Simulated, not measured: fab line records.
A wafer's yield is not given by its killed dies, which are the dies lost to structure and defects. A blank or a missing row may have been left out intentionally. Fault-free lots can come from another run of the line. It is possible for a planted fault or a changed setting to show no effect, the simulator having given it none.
2 desks, one fault ; flow sky130 ; numbers are kept per desk, each desk with only its own; the story behind them comes last

## AT THE METROLOGY DESK
Means of the sampled wafers that have a number, per lot and without regard to the tool the lot ran on: this is what the gauges read. A lot is out of limits, marked OUT, if its mean lies more than 4 standard deviations from the usual mean; the brackets give that distance.
Columns: A = POLY_GATE_OXIDATION_THK at SKY_POLY_GATE_THK_MEAS_21, usual 3.98 nm; B = LDD_P_OVL at SKY_LDD_P_OVL_MEAS_08, usual 0.6 nm; C = cd nm at SKY_LOCAL_INTERCONNECT_CD_MEAS_11, usual 169.8 nm
lot;first seen here;A;B;C
L149;day 16 07:53;4.09;2.8;172.8
L155;day 18 12:59;3.34 (-7.1) OUT;-0.9;169.1
L156;day 18 23:19;3.34 (-7.1) OUT;-0.3;169.5
L164;day 22 05:20;4.13;0.8;169.0
L165;day 22 07:20;4.11;1.4;170.6
L166;day 22 19:16;3.93;1.8;170.0
L167;day 23 03:05;4.06;1.1;169.1
L168;day 23 07:29;4.06;2.7;170.9
L169;day 23 11:13;4.05;-0.7;170.5
L170;day 24 01:45;3.96;1.8;169.0
L171;day 24 10:02;3.94;0.3;172.6
L172;day 24 21:10;4.11;-0.6;168.8
This desk finds L155, L156 out of limits, with the earliest case on L155 at day 18 12:59 (POLY_GATE_OXIDATION_THK at SKY_POLY_GATE_THK_MEAS_21). In limits: L149, L164, L165, L166, L167, L168, L169, L170, L171, L172.

## TOOL OWNER'S DESK, furnace-02
The tool's own readings at SKY_POLY_GATE_OXIDATION_20 (stabilise 600 s, purge 300 s, target thk 4 nm): means of the sampled wafers that have a number, for each lot that ran on this tool. A lot is out of limits, marked OUT, if its mean lies more than 4 standard deviations from the usual mean; the brackets give that distance.
Columns: A = spike tc bottom C at SKY_POLY_GATE_OXIDATION_20, usual 865.3 C; B = tube center temp C at SKY_POLY_GATE_OXIDATION_20, usual 850 C; C = zone power bottom pct at SKY_POLY_GATE_OXIDATION_20, usual 21.8 %
lot;first seen here;A;B;C
L149;day 16 06:38;865.9;850;24.2
L155;day 18 11:44;866.0;850;24.4
L156;day 18 22:04;866.5;850;24.4
L166;day 22 17:59;866.7;850;24.5
L167;day 23 01:50;866.0;850;24.2
L170;day 24 00:29;866.0;850;24.2
Finding of this desk: none of the 6 lots has anything out of limits.

## TAKEN TOGETHER
L155, L156 would have let the metrology desk raise an alarm at day 18 12:59.
The tool owner's desk saw nothing out of limits.
The tool owner's desk has L155, L156 on record, within its limits.
SKY_POLY_GATE_OXIDATION_20 was run on furnace-02 by each of the lots named.

## WHAT THE SIMULATOR HAD INSERTED
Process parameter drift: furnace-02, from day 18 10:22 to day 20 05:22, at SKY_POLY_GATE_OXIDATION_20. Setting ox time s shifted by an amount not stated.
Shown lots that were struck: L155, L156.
Delay in hours, fault start to first out-of-limits reading, per desk: metrology desk 3.
